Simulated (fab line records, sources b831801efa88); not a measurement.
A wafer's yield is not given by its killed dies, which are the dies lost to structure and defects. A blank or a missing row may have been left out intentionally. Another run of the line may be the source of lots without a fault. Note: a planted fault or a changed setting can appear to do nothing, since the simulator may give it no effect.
Matching of chambers ; flow gf180mcu ; GF_V3_CMP_04 on cmp-01: 4 sister chambers
The step polishes SiO2. 14 wafers are shown with their chamber, then 7 later ones without.

WAFERS, EACH WITH ITS CHAMBER
wafer;chamber;motor_current_A (A);time_to_endpoint_s (s)
L695.1;1;12.9;90
L695.3;2;15.1;72
L695.4;0;16.2;79
L698.1;3;13.1;85
L698.2;0;15.7;71
L698.6;3;12.4;93
L699.1;1;13.1;90
L699.3;3;13.3;89
L699.5;3;12.5;91
L700.1;3;13.4;87
L700.3;0;16.2;79
L700.6;2;14.9;75
L703.3;0;15.8;64
L703.5;2;14.3;67

SIGNATURES (means of the wafers above)
reading;chamber 0;chamber 1;chamber 2;chamber 3;scatter within a chamber
motor_current_A;15.975;13.000;14.767;12.940;0.378
time_to_endpoint_s;73.25;90.00;71.33;89.00;4.79
Rule: distance of a wafer from a chamber = root of the sum over the readings of ((wafer's reading minus chamber's mean) / reading's scatter) squared. If the next closest chamber is less than 2 further off than the closest, the wafer can't be placed; otherwise it belongs to the closest. How the scatter is found: for the shown wafers, subtract from each reading the mean of its chamber, square and add these, divide the total by (wafers less chambers), then take the root.

WAFERS MISSING THEIR CHAMBER
wafer;motor_current_A (A);time_to_endpoint_s (s)
L703.6;13.4;79
L706.1;14.4;60
L706.3;13.4;80
L706.6;16.2;71
L716.2;12.3;91
L716.5;16.2;78
L716.6;12.9;92

THE CHAMBER EACH PASSED THROUGH
wafer;from the rows above;in truth
L703.6;can't be placed: 3 or 1 or 2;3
L706.1;2;2
L706.3;can't be placed: 3 or 1 or 2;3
L706.6;0;0
L716.2;can't be placed: 3 or 1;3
L716.5;0;0
L716.6;can't be placed: 1 or 3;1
3 of 7 placed correctly. Unplaceable from these rows: 4, with the true chamber sitting among the candidates in 4. Placed wrongly: 0.
